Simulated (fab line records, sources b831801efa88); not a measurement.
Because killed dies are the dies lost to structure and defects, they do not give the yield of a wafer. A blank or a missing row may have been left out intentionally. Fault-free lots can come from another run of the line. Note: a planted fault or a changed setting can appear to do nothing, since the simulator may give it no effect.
Matching of chambers / flow gf180mcu / 4 sister chambers for GF_STI_ETCH_13 on rie_diel-04
The step etches the open film in CHF3/O2, stops on Si, target depth 282.31 nm, time 112.9 s. 20 wafers are shown with their chamber, then 10 later ones without.

## WAFERS, EACH WITH ITS CHAMBER
wafer=L074.2; chamber=2; drypump_motor_current_A (A)=5.2; oes_product_au (a.u.)=0.825; throttle_valve_pct (%)=8.801
wafer=L074.4; chamber=0; drypump_motor_current_A (A)=5.4; oes_product_au (a.u.)=0.830; throttle_valve_pct (%)=8.811
wafer=L074.6; chamber=0; drypump_motor_current_A (A)=5.3; oes_product_au (a.u.)=0.843; throttle_valve_pct (%)=8.815
wafer=L075.2; chamber=0; drypump_motor_current_A (A)=5.3; oes_product_au (a.u.)=0.828; throttle_valve_pct (%)=8.809
wafer=L075.3; chamber=3; drypump_motor_current_A (A)=5.4; oes_product_au (a.u.)=0.832; throttle_valve_pct (%)=8.819
wafer=L075.6; chamber=0; drypump_motor_current_A (A)=5.4; oes_product_au (a.u.)=0.830; throttle_valve_pct (%)=8.814
wafer=L076.1; chamber=0; drypump_motor_current_A (A)=5.3; oes_product_au (a.u.)=0.842; throttle_valve_pct (%)=8.809
wafer=L076.4; chamber=1; drypump_motor_current_A (A)=6.2; oes_product_au (a.u.)=0.841; throttle_valve_pct (%)=8.806
wafer=L076.5; chamber=2; drypump_motor_current_A (A)=5.2; oes_product_au (a.u.)=0.837; throttle_valve_pct (%)=8.813
wafer=L078.3; chamber=1; drypump_motor_current_A (A)=6.2; oes_product_au (a.u.)=0.835; throttle_valve_pct (%)=8.814
wafer=L078.4; chamber=1; drypump_motor_current_A (A)=6.2; oes_product_au (a.u.)=0.835; throttle_valve_pct (%)=8.818
wafer=L078.6; chamber=0; drypump_motor_current_A (A)=5.4; oes_product_au (a.u.)=0.831; throttle_valve_pct (%)=8.816
wafer=L079.1; chamber=0; drypump_motor_current_A (A)=5.4; oes_product_au (a.u.)=0.837; throttle_valve_pct (%)=8.804
wafer=L079.3; chamber=1; drypump_motor_current_A (A)=6.2; oes_product_au (a.u.)=0.833; throttle_valve_pct (%)=8.790
wafer=L079.6; chamber=0; drypump_motor_current_A (A)=5.3; oes_product_au (a.u.)=0.837; throttle_valve_pct (%)=8.787
wafer=L081.1; chamber=2; drypump_motor_current_A (A)=5.2; oes_product_au (a.u.)=0.826; throttle_valve_pct (%)=8.823
wafer=L081.2; chamber=1; drypump_motor_current_A (A)=6.2; oes_product_au (a.u.)=0.842; throttle_valve_pct (%)=8.802
wafer=L081.3; chamber=0; drypump_motor_current_A (A)=5.4; oes_product_au (a.u.)=0.840; throttle_valve_pct (%)=8.820
wafer=L082.1; chamber=3; drypump_motor_current_A (A)=5.4; oes_product_au (a.u.)=0.832; throttle_valve_pct (%)=8.809
wafer=L082.4; chamber=0; drypump_motor_current_A (A)=5.4; oes_product_au (a.u.)=0.832; throttle_valve_pct (%)=8.815

SIGNATURES, as means of the wafers listed above
reading=drypump_motor_current_A; chamber 0=5.360; chamber 1=6.200; chamber 2=5.200; chamber 3=5.400; scatter within a chamber=0.0387
reading=oes_product_au; chamber 0=0.83500; chamber 1=0.83720; chamber 2=0.82933; chamber 3=0.83200; scatter within a chamber=0.00514
reading=throttle_valve_pct; chamber 0=8.81000; chamber 1=8.80600; chamber 2=8.81233; chamber 3=8.81400; scatter within a chamber=0.00982
Rule: distance of a wafer from a chamber = root of the sum over the readings of ((wafer's reading minus chamber's mean) / reading's scatter) squared. The wafer belongs to the nearest chamber; if the next one is less than 2 further off, it can't be placed. The scatter: take each reading less its chamber's mean, square it, sum over the shown wafers, divide by the number of wafers less the number of chambers, and take the root.

## WAFERS WITHOUT THEIR CHAMBER
wafer=L082.6; drypump_motor_current_A (A)=5.4; oes_product_au (a.u.)=0.834; throttle_valve_pct (%)=8.823
wafer=L083.3; drypump_motor_current_A (A)=6.2; oes_product_au (a.u.)=0.832; throttle_valve_pct (%)=8.813
wafer=L083.4; drypump_motor_current_A (A)=5.4; oes_product_au (a.u.)=0.837; throttle_valve_pct (%)=8.812
wafer=L083.5; drypump_motor_current_A (A)=6.2; oes_product_au (a.u.)=0.828; throttle_valve_pct (%)=8.813
wafer=L089.2; drypump_motor_current_A (A)=5.4; oes_product_au (a.u.)=0.825; throttle_valve_pct (%)=8.819
wafer=L089.3; drypump_motor_current_A (A)=5.2; oes_product_au (a.u.)=0.820; throttle_valve_pct (%)=8.804
wafer=L089.5; drypump_motor_current_A (A)=5.3; oes_product_au (a.u.)=0.834; throttle_valve_pct (%)=8.804
wafer=L093.1; drypump_motor_current_A (A)=5.4; oes_product_au (a.u.)=0.833; throttle_valve_pct (%)=8.811
wafer=L093.3; drypump_motor_current_A (A)=6.2; oes_product_au (a.u.)=0.831; throttle_valve_pct (%)=8.823
wafer=L093.4; drypump_motor_current_A (A)=5.2; oes_product_au (a.u.)=0.828; throttle_valve_pct (%)=8.807

## WHICH CHAMBER EACH WENT THROUGH
wafer=L082.6; from the rows above=can't be placed: 3 or 0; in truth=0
wafer=L083.3; from the rows above=1; in truth=1
wafer=L083.4; from the rows above=can't be placed: 3 or 0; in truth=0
wafer=L083.5; from the rows above=1; in truth=1
wafer=L089.2; from the rows above=can't be placed: 3 or 0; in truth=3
wafer=L089.3; from the rows above=2; in truth=2
wafer=L089.5; from the rows above=can't be placed: 0 or 3 or 2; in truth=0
wafer=L093.1; from the rows above=can't be placed: 3 or 0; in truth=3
wafer=L093.3; from the rows above=1; in truth=1
wafer=L093.4; from the rows above=2; in truth=2
5 of 10 placed correctly. Not placeable from these rows: 5 (in 5, the candidates include the true chamber). Number placed wrongly: 0.
